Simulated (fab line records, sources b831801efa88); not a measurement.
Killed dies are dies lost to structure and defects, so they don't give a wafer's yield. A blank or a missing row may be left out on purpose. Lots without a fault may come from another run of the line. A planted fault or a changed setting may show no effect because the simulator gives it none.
fab line records | flow sky130
record lots=6 wafers=18 last_day=50
route steps=708 shown LI_CONTACT@370 PAD_OPEN@708
lots that met no fault: from a run of the same line without faults
start_h: hours from the record's first day to the start of the lot's first wafer shown | wait_h: hours since the lot's step before | " the same as in the row above | L1.1+2: a row that stands for several wafers | - no value, or no start given | * or withheld: withheld | < > ~ a bound
route shown NAME@n: a module of which the file shows steps, and the number in the route of the first | usual: mean/standard deviation of fault-free wafers | same: alike in all rows | chamber/n: place in a boat | sites: the reading at each site | _std_site: their standard deviation | _edge_site: outer sites' mean less inner sites' | radius_mm: how far each site lies from the wafer's centre | mask NAME#n: copy n | behind: the tool/chamber that last shaped the wafer | hold: why the lot was held/for how many hours/how that ended | device: the transistor (n, p or np) that didn't switch | end of line: the same wafers' tests at the end of the route | a step without rows: its recipe alone | killed: dies lost to structure and defects at the first sort, not the wafer's yield | map: a wafer's dies, x killed, . not, _ none there
set.NAME: the setting as run; set.NAME@STEP: as run at that earlier step | model.NAME: the simulator's own value behind a step, which no gauge read
lots at some steps of the route; a table a step, a row a wafer
services: from which hour (start_h, from the record's first day; less than 0 if before it) a tool's chamber was out of use, for how many hours, and why
## steps
# step SKY_LI_CONTACT_SOFTBAKE_08
# recipe temp_c=100 time_s=90 resist=KrF-thick
# step SKY_LI_CONTACT_EXPOSE_09
# recipe mask_id=LICM1 na=0.8 source_shape=annular sigma_inner=0.55 sigma_outer=0.85 target_cd_nm=170 dose_mj=38
# step SKY_LI_CONTACT_PEB_10
# recipe peb_temp_c=withheld peb_time_s=withheld resist=KrF-thick
# step SKY_LI_CONTACT_DEVELOP_11
# recipe develop_time_s=60 resist=KrF-thick dev_temp_c=21
# step SKY_LI_CONTACT_CD_MEAS_12
# recipe target_cd_nm=170
# usual cd_nm=170.1/1.2
# columns lot.wafer tool chamber start_h wait_h cd_nm
L672.2 cd_sem-02 - 700.69 - 171.4
L672.3 " - " " 169.7
L672.4 " - " " 171.0
L681.1 cd_sem-02 - 762.68 - 169.2
L681.2 " - " " 169.9
L681.6 " - " " 169.6
L686.2 cd_sem-01 - 798.00 - 170.7
L686.5 " - " " 168.8
L686.6 " - " " 169.1
L687.3 cd_sem-02 - 800.12 - 168.5
L687.4 " - " " 167.3
L687.6 " - " " 169.1
L693.2 cd_sem-01 - 850.09 - 168.9
L693.3 " - " " 168.2
L693.6 " - " " 169.5
L694.3 cd_sem-02 - 857.27 - 171.9
L694.5 " - " " 170.0
L694.6 " - " " 169.6
# step SKY_LI_CONTACT_OVL_MEAS_13
# usual LI_CONTACT_OVL=-1/4.4
# columns lot.wafer tool chamber start_h wait_h LI_CONTACT_OVL[nm]
L672.2 overlay-01 - 700.80 0.1 1
L672.3 " - " " -1
L672.4 " - " " 5
L681.1 overlay-01 - 762.80 0.1 -7
L681.2 " - " " -1
L681.6 " - " " 1
L686.2 overlay-01 - 798.10 0.1 0
L686.5 " - " " 6
L686.6 " - " " 1
L687.3 overlay-02 - 800.21 0.1 -5
L687.4 " - " " -4
L687.6 " - " " -3
L693.2 overlay-02 - 850.20 0.1 1
L693.3 " - " " 0
L693.6 " - " " 1
L694.3 overlay-02 - 857.36 0.1 -8
L694.5 " - " " -9
L694.6 " - " " -12
# step SKY_LI_CONTACT_ETCH_14
# recipe chemistry=N2/H2 target=BARC ion_energy_ev=200 source_w=500 bias_w=100 pressure_mtorr=30 n2_flow_sccm=100 h2_flow_sccm=200 stop_on=SiO2 time_s=45.9 target_depth_a=600
# usual drypump_motor_current_A=6.0/0.45 oes_product_au=0.846/0.0052 throttle_valve_pct=13.224/0.0088
# columns lot.wafer tool chamber start_h wait_h drypump_motor_current_A oes_product_au rf_hours_counter_h throttle_valve_pct
L672.2 rie_diel-03 3 700.83 0.0 5.9 0.847 6 13.231
L672.3 " 1 " " 6.5 0.842 1 13.221
L672.4 " 2 " " 5.7 0.848 1 13.231
L681.1 rie_diel-04 1 762.83 0.0 5.8 0.847 11 13.228
L681.2 " 2 " " 5.6 0.845 1 13.229
L681.6 " 0 " " 5.1 0.850 - 13.234
L686.2 rie_diel-03 2 798.13 0.0 5.7 0.853 3 13.222
L686.5 " 3 " " 5.9 0.840 - 13.208
L686.6 " 2 " " 5.7 0.855 - 13.237
L687.3 rie_diel-02 2 800.23 0.0 6.3 0.846 7 13.239
L687.4 " 3 " " 5.9 0.852 29 13.223
L687.6 " 3 " " 5.9 0.848 - 13.230
L693.2 rie_diel-02 1 850.23 0.0 6.7 0.849 9 13.223
L693.3 " 2 " " 6.4 0.850 8 13.235
L693.6 " 3 " " 5.9 0.846 - 13.219
L694.3 rie_diel-02 3 857.38 0.0 5.9 0.845 1 13.234
L694.5 " 2 " " 6.3 0.853 - 13.224
L694.6 " 3 " " 6.0 0.847 - 13.231
# step SKY_LI_CONTACT_ETCH_15
# recipe target=PSG chemistry=C4F8/O2/Ar stop_on=Si taper_deg=4.15 mask_material=KrF-thick source_w=1500 bias_w=1200 pressure_mtorr=40 c4f8_flow_sccm=withheld O2_flow_sccm=6 Ar_flow_sccm=300 time_s=withheld target_depth_a=6000
# usual oes_product_au=0.844/0.0042
# columns lot.wafer tool chamber start_h wait_h oes_product_au
L672.2 rie_diel-03 3 700.87 0.0 0.841
L672.3 " 1 " " 0.836
L672.4 " 2 " " 0.842
L681.1 rie_diel-04 1 762.88 0.0 0.841
L681.2 " 2 " " 0.838
L681.6 " 0 " " 0.840
L686.2 rie_diel-03 2 798.18 0.0 0.851
L686.5 " 3 " " 0.842
L686.6 " 2 " " 0.835
L687.3 rie_diel-02 2 800.28 0.0 0.845
L687.4 " 3 " " 0.851
L687.6 " 3 " " 0.843
L693.2 rie_diel-02 1 850.27 0.0 0.842
L693.3 " 2 " " 0.847
L693.6 " 3 " " 0.841
L694.3 rie_diel-02 3 857.43 0.0 0.849
L694.5 " 2 " " 0.843
L694.6 " 3 " " 0.848
# step SKY_LI_CONTACT_STRIP_16
# recipe chemistry=O2/N2 power_w=1400 pressure_mtorr=1500 platen_temp_c=withheld o2_flow_sccm=3000 n2_flow_sccm=300 overash_fraction=0.5
# usual drypump_motor_current_A=5.9/0.46 oes_product_au=0.374/0.0045 strip_time_to_endpoint_s=3.47/0.045
# same overash_fraction=0.5
# columns lot.wafer tool chamber start_h wait_h drypump_motor_current_A oes_product_au rf_hours_counter_h strip_time_to_endpoint_s
L672.2 plasma_asher-03 1 700.95 - 5.1 0.372 86 3.48
L672.3 " 0 " " 6.1 0.379 - 3.54
L672.4 " 1 " " 5.1 0.374 - 3.49
L681.1 plasma_asher-04 1 762.96 - 6.1 0.371 2 3.39
L681.2 " 0 " " 5.8 0.369 2 3.40
L681.6 " 1 " " 6.1 0.379 - 3.48
L686.2 plasma_asher-04 1 798.26 - 6.1 0.374 5 3.55
L686.5 " 1 " " 6.1 0.366 - 3.54
L686.6 " 0 " " 5.8 0.375 - 3.56
L687.3 plasma_asher-03 0 800.40 - 6.1 0.367 - 3.46
L687.4 " 1 " " 5.1 0.381 - 3.40
L687.6 " 0 " " 6.1 0.372 - 3.41
L693.2 plasma_asher-01 0 850.35 - 6.6 0.383 75 3.51
L693.3 " 1 " " 5.5 0.376 - 3.48
L693.6 " 0 " " 6.6 0.369 - 3.50
L694.3 plasma_asher-01 0 857.55 - 6.6 0.371 - 3.46
L694.5 " 0 " " 6.6 0.374 - 3.48
L694.6 " 1 " " 5.5 0.382 - 3.49
# step SKY_LI_CONTACT_CLEAN_17
# recipe chemistry=NMP time_s=600 temp_c=60 dry=n2_spin
# step SKY_LI_CONTACT_PRE_CLEAN_18
# recipe gas=Ar time_s=5.6 bias_v=358
# step SKY_LI_CONTACT_SPUTTER_19
# recipe material=Ti target_thk_nm=20 chamber_pressure_pa=5 power_w=2500 substrate_temp_c=200 time_s=106.37
# usual throttle_valve_pct=30.5/1.5
# columns lot.wafer tool chamber start_h wait_h throttle_valve_pct
L672.2 pvd_sputter-01 - 701.26 0.0 29.6
L672.3 " - " " 33.2
L672.4 " - " " 32.9
L681.1 pvd_sputter-03 - 763.26 0.0 30.0
L681.2 " - " " 29.6
L681.6 " - " " 30.5
L686.2 pvd_sputter-01 - 798.56 0.0 33.2
L686.5 " - " " 31.4
L686.6 " - " " 32.9
L687.3 pvd_sputter-01 - 800.66 0.0 29.3
L687.4 " - " " 31.5
L687.6 " - " " 29.4
L693.2 pvd_sputter-04 - 850.65 0.0 29.7
L693.3 " - " " 28.0
L693.6 " - " " 28.0
L694.3 pvd_sputter-03 - 857.81 0.0 29.5
L694.5 " - " " 30.1
L694.6 " - " " 30.3
# step SKY_LI_CONTACT_SPUTTER_20
# recipe material=TiN target_thk_nm=20 chamber_pressure_pa=5 power_w=4000 time_s=80
# usual throttle_valve_pct=30.6/1.5
# columns lot.wafer tool chamber start_h wait_h throttle_valve_pct model.TiN_of_LI_CONTACT_SPUTTER_20.thk_nm
L672.2 pvd_sputter-01 - 701.34 0.0 29.2 20.12
L672.3 " - " " 32.9 19.97
L672.4 " - " " 33.0 20.16
L681.1 pvd_sputter-03 - 763.33 0.0 30.0 20.2
L681.2 " - " " 30.0 20.16
L681.6 " - " " 30.4 19.91
L686.2 pvd_sputter-01 - 798.64 0.0 33.2 20.06
L686.5 " - " " 31.9 31.23
L686.6 " - " " 33.0 19.87
L687.3 pvd_sputter-01 - 800.73 0.0 29.2 20.06
L687.4 " - " " 31.4 31.56
L687.6 " - " " 29.5 20.13
L693.2 pvd_sputter-04 - 850.73 0.0 29.3 20.06
L693.3 " - " " 28.1 20.25
L693.6 " - " " 28.2 20.47
L694.3 pvd_sputter-03 - 857.88 0.0 29.6 20.22
L694.5 " - " " 30.2 19.88
L694.6 " - " " 30.6 20.03
# step SKY_LI_CONTACT_CVD_21
# recipe material=W target_thk_nm=400 time_s=120.56 temp_c=400 pressure_torr=40
# usual heater_power_w=844/130
# columns lot.wafer tool chamber start_h wait_h heater_power_w
L672.2 cvd_w-02 1 701.40 0.0 1014
L672.3 " 1 " " 1015
L672.4 " 0 " " 707
L681.1 cvd_w-02 1 763.39 0.0 1023
L681.2 " 0 " " 689
L681.6 " 0 " " 711
L686.2 cvd_w-01 1 798.71 0.0 926
L686.5 " 0 " " 769
L686.6 " 1 " " 960
L687.3 cvd_w-01 1 800.84 0.1 932
L687.4 " 0 " " 738
L687.6 " 1 " " 931
L693.2 cvd_w-01 1 850.79 0.0 911
L693.3 " 1 " " 949
L693.6 " 1 " " 947
L694.3 cvd_w-01 0 857.99 0.1 768
L694.5 " 0 " " 750
L694.6 " 1 " " 951
# step SKY_PAD_OPEN_PROBE_99
# usual killed_at_M0_to_M3=44/6.9 killed_at_M4_up=3.3/2 killed_at_contacts=25/5.4 killed_at_front_end=16/4.6 killed_at_other=0.2/0.51 killed_dies=88/8.9 killed_open=48/6.8 killed_short=39/5.8
# same gross_dies=492 killed_at_back_side=0
# columns lot.wafer tool chamber start_h wait_h killed_at_M0_to_M3 killed_at_M4_up killed_at_contacts killed_at_front_end killed_at_other killed_dies killed_open killed_short
L672.2 prober-01 - 1094.51 0.1 51 4 25 12 0 92 53 39
L672.3 prober-01 - 1094.56 0.2 34 5 25 18 0 82 36 45
L672.4 prober-01 - 1094.61 0.2 44 5 27 12 1 89 50 39
L681.1 prober-02 - 1138.14 0.1 32 5 25 11 0 73 42 31
L681.2 prober-02 - 1138.19 0.1 43 2 20 20 0 85 40 45
L681.6 prober-02 - 1138.39 0.2 37 6 22 14 0 79 47 31
L686.2 prober-01 - 1163.44 0.1 41 3 30 23 0 97 57 40
L686.5 prober-01 - 1163.59 0.2 42 5 25 13 0 85 50 35
L686.6 prober-01 - 1163.64 0.2 54 4 24 14 0 96 45 51
L687.3 prober-02 - 1169.50 0.2 40 6 29 15 0 90 47 43
L687.4 prober-02 - 1169.55 0.2 41 3 21 9 0 74 38 36
L687.6 prober-02 - 1169.65 0.2 40 2 17 17 0 76 38 38
L693.2 prober-01 - 1199.84 0.1 37 1 35 18 0 91 59 32
L693.3 prober-01 - 1199.89 0.2 43 4 26 14 0 87 38 49
L693.6 prober-01 - 1200.04 0.2 45 3 31 15 0 94 51 43
L694.3 prober-02 - 1201.31 0.2 51 7 36 9 0 103 60 43
L694.5 prober-02 - 1201.41 0.2 34 3 42 17 0 96 47 48
L694.6 prober-02 - 1201.46 0.2 37 2 31 7 0 77 54 23
# killed by level:class
L672.2 CONTACT:geometric_particle:open=15 VIA1:geometric_particle:open=11 VIA2:geometric_particle:open=9 METAL3:geometric_particle:short=7 VIA1:geometric_particle:short=5 LI_CONTACT:geometric_particle:open=4 METAL1:geometric_particle:short=4 VIA2:geometric_particle:short=4
L672.3 VIA1:geometric_particle:open=11 POLY_GATE:geometric_particle:short=10 CONTACT:geometric_particle:short=8 METAL1:geometric_particle:short=5 LOCAL_INTERCONNECT:geometric_particle:open=4 CONTACT:geometric_particle:open=4 VIA1:geometric_particle:short=4 FIELD_ISO:geometric_particle:short=3
L672.4 VIA1:geometric_particle:open=13 CONTACT:geometric_particle:open=10 LI_CONTACT:geometric_particle:open=8 VIA1:geometric_particle:short=8 VIA2:geometric_particle:open=6 METAL1:geometric_particle:short=4 VIA2:geometric_particle:short=4 VIA3:geometric_particle:open=4
L681.1 CONTACT:geometric_particle:open=10 VIA2:geometric_particle:open=8 VIA1:geometric_particle:open=8 LI_CONTACT:geometric_particle:open=7 METAL1:geometric_particle:short=5 FIELD_ISO:geometric_particle:open=4 METAL3:geometric_particle:short=4 CONTACT:geometric_particle:short=4
L681.2 VIA2:geometric_particle:open=8 VIA1:geometric_particle:open=7 VIA1:geometric_particle:short=6 FIELD_ISO:geometric_particle:open=5 FIELD_ISO:geometric_particle:short=5 LI_CONTACT:geometric_particle:short=5 CONTACT:geometric_particle:short=5 METAL1:geometric_particle:short=5
L681.6 CONTACT:geometric_particle:open=10 VIA2:geometric_particle:open=10 METAL2:geometric_particle:short=7 FIELD_ISO:geometric_particle:open=5 METAL4:geometric_particle:short=5 LI_CONTACT:geometric_particle:open=5 VIA1:geometric_particle:open=5 VIA3:geometric_particle:open=5
L686.2 VIA1:geometric_particle:open=14 CONTACT:geometric_particle:open=13 VIA3:geometric_particle:open=7 LI_CONTACT:geometric_particle:short=6 FIELD_ISO:geometric_particle:short=5 POLY_GATE:geometric_particle:open=5 LOCAL_INTERCONNECT:geometric_particle:short=5 FIELD_ISO:geometric_particle:open=4
L686.5 VIA1:geometric_particle:open=12 CONTACT:geometric_particle:open=10 LI_CONTACT:geometric_particle:open=7 VIA3:geometric_particle:open=7 VIA3:geometric_particle:short=6 FIELD_ISO:geometric_particle:short=5 METAL1:geometric_particle:short=5 FIELD_ISO:geometric_particle:open=4
L686.6 VIA1:geometric_particle:open=15 CONTACT:geometric_particle:short=8 METAL3:geometric_particle:short=7 VIA3:geometric_particle:open=6 LI_CONTACT:geometric_particle:open=6 VIA1:geometric_particle:short=6 VIA2:geometric_particle:short=6 VIA3:geometric_particle:short=6
L687.3 CONTACT:geometric_particle:open=10 CONTACT:geometric_particle:short=7 VIA1:geometric_particle:open=7 VIA2:geometric_particle:open=7 LI_CONTACT:geometric_particle:open=6 VIA1:geometric_particle:short=6 METAL4:geometric_particle:short=6 FIELD_ISO:geometric_particle:open=5
L687.4 VIA2:geometric_particle:open=9 VIA3:geometric_particle:open=8 CONTACT:geometric_particle:open=7 VIA1:geometric_particle:open=5 CONTACT:geometric_particle:short=5 VIA3:geometric_particle:short=5 LI_CONTACT:geometric_particle:open=4 METAL2:geometric_particle:short=4
L687.6 METAL1:geometric_particle:short=7 VIA1:geometric_particle:open=7 FIELD_ISO:geometric_particle:open=6 CONTACT:geometric_particle:open=6 VIA2:geometric_particle:open=6 LOCAL_INTERCONNECT:geometric_particle:short=4 VIA1:geometric_particle:short=4 VIA2:geometric_particle:short=4
L693.2 LI_CONTACT:geometric_particle:open=17 CONTACT:geometric_particle:open=11 VIA2:geometric_particle:open=8 VIA1:geometric_particle:open=8 CONTACT:geometric_particle:short=4 METAL1:geometric_particle:short=4 VIA1:geometric_particle:short=4 FIELD_ISO:geometric_particle:open=3
L693.3 VIA1:geometric_particle:open=10 CONTACT:geometric_particle:open=8 VIA1:geometric_particle:short=7 METAL1:geometric_particle:short=7 LOCAL_INTERCONNECT:geometric_particle:short=6 METAL3:geometric_particle:short=6 LI_CONTACT:geometric_particle:short=4 POLY_GATE:geometric_particle:short=3
L693.6 CONTACT:geometric_particle:open=12 METAL2:geometric_particle:short=10 VIA1:geometric_particle:open=9 LI_CONTACT:geometric_particle:open=8 CONTACT:geometric_particle:short=6 VIA2:geometric_particle:open=5 METAL1:geometric_particle:short=4 VIA3:geometric_particle:open=4
L694.3 CONTACT:geometric_particle:open=16 VIA1:geometric_particle:open=12 LI_CONTACT:geometric_particle:open=8 VIA2:geometric_particle:open=7 VIA3:geometric_particle:open=7 METAL3:geometric_particle:short=6 METAL4:geometric_particle:short=6 CONTACT:geometric_particle:short=5
L694.5 CONTACT:geometric_particle:open=15 LOCAL_INTERCONNECT:geometric_particle:short=8 LI_CONTACT:geometric_particle:open=7 VIA1:geometric_particle:open=7 POLY_GATE:geometric_particle:short=6 FIELD_ISO:geometric_particle:short=5 LI_CONTACT:geometric_particle:short=5 CONTACT:geometric_particle:short=5
L694.6 CONTACT:geometric_particle:open=12 VIA1:geometric_particle:open=11 VIA3:geometric_particle:open=10 LI_CONTACT:geometric_particle:open=9 VIA2:geometric_particle:open=5 CONTACT:geometric_particle:short=4 METAL3:geometric_particle:short=4 POLY_GATE:geometric_particle:open=3
## services
# columns tool chamber start_h hours kind
pvd_sputter-01 - 682.19 3.7 repair
plasma_asher-04 - 685.78 0.7 repair
pvd_sputter-03 - 692.03 2.0 repair
rie_diel-03 0 702.72 2.8 repair
rie_diel-03 1 705.07 7.0 repair
plasma_asher-01 - 705.27 3.0 repair
plasma_asher-03 - 710.59 2.8 pm
rie_diel-03 - 713.09 0.7 repair
rie_diel-03 0 715.20 4.0 repair
pvd_sputter-01 - 717.49 1.7 repair
rie_diel-02 2 720.69 4.6 repair
plasma_asher-04 - 733.75 9.0 pm
rie_diel-03 2 747.96 1.6 repair
rie_diel-03 0 801.24 - clean
plasma_asher-03 - 807.09 1.6 repair
pvd_sputter-03 - 810.51 3.1 repair
plasma_asher-01 - 811.22 5.8 repair
plasma_asher-03 - 820.61 0.4 repair
pvd_sputter-04 - 824.75 1.0 repair
rie_diel-02 3 826.35 - clean
rie_diel-02 3 826.35 18.0 scheduled_down
rie_diel-02 3 826.35 18.0 vent_cycle
pvd_sputter-04 - 838.07 2.5 repair
rie_diel-04 2 843.66 11.7 repair
## key
first_sign none at tools or gauges
model_effect step=SKY_LI_CONTACT_SPUTTER_20 value=TiN_of_LI_CONTACT_SPUTTER_20.thk_nm without=20.43 struck=31.4
met_at SKY_LI_CONTACT_SPUTTER_20
struck_wafers L686.5,L687.4
tester_left_out L686,L687
fault kind=process_parameter_drift tool=pvd_sputter-01 chamber=- onset_h=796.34 steps=SKY_LI_CONTACT_SPUTTER_20 channel=target_thk_nm offset=10.972 shape=step end_h=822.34 acts_in=these_recipes_only stated=20 scope=struck_wafers_only
# tester_left_out: of these lots the tester's yield and bins aren't shown, on N5 and GAA mostly nor the transistor test; their killed dies are dies lost to structure and defects alone, not to doping, threshold or leakage, so they don't give the yield
